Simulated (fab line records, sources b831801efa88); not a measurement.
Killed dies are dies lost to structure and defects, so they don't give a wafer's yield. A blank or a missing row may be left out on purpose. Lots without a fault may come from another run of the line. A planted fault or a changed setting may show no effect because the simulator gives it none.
Which tool did it? | flow sfq_line | 6 lots, 18 wafers sampled, at 2 steps of a route of 325

WHAT THE GAUGES READ, wafer by wafer
SFQ_L0_RS_MEAS_901: measures by four-point-probe.
lot  | measured    | on            | L0_MONX_KI_RS (ohm/sq)
L786 | day 1 17:34 | film_metro-01 | 43.4 43.4 43.5
L788 | day 2 03:35 | film_metro-04 | 43.3 43.2 43.2
L790 | day 2 13:34 | film_metro-03 | 43.5 43.6 43.3
L793 | day 3 04:36 | film_metro-04 | 43.9 40.3 43.7
L800 | day 4 15:35 | film_metro-04 | 43.6 43.9 44.0
L807 | day 6 02:34 | film_metro-03 | 43.6 43.8 44.3

WHICH TOOL RAN EACH LOT (tool, then ch and the chambers of the sampled wafers, then the start)
lot  | SFQ_TRILAYER_L0_DEP_SPUTTER_003
L786 | pvd_sputter-03, day 1 17:29
L788 | pvd_sputter-05, day 2 03:29
L790 | pvd_sputter-06, day 2 13:29
L793 | pvd_sputter-06, day 3 04:29
L800 | pvd_sputter-03, day 4 15:29
L807 | pvd_sputter-03, day 6 02:29
- SFQ_TRILAYER_L0_DEP_SPUTTER_003: material MoNx KI, target thk 40 nm, time 100 s.

THE ANSWER, worked out from the rows above alone
Rule: what is usual is taken from the lots themselves. Put in order of their means at a reading, lots are off if they are a third of the lots or fewer, leave a main group of 4 or more, and stand apart from it by a gap of 3 or more times the standard deviation of the main group's means; of several such gaps the widest counts. A main group whose means are all the same, to the digits that the tables above print for the reading, isn't used. A lot without any number at a reading at which 4 lots or more have one is off too. The other lots that the step has rows for count as sound.
No lot is off at any reading shown: from this, nothing can be told.

WHAT THE SIMULATOR HAD PUT IN
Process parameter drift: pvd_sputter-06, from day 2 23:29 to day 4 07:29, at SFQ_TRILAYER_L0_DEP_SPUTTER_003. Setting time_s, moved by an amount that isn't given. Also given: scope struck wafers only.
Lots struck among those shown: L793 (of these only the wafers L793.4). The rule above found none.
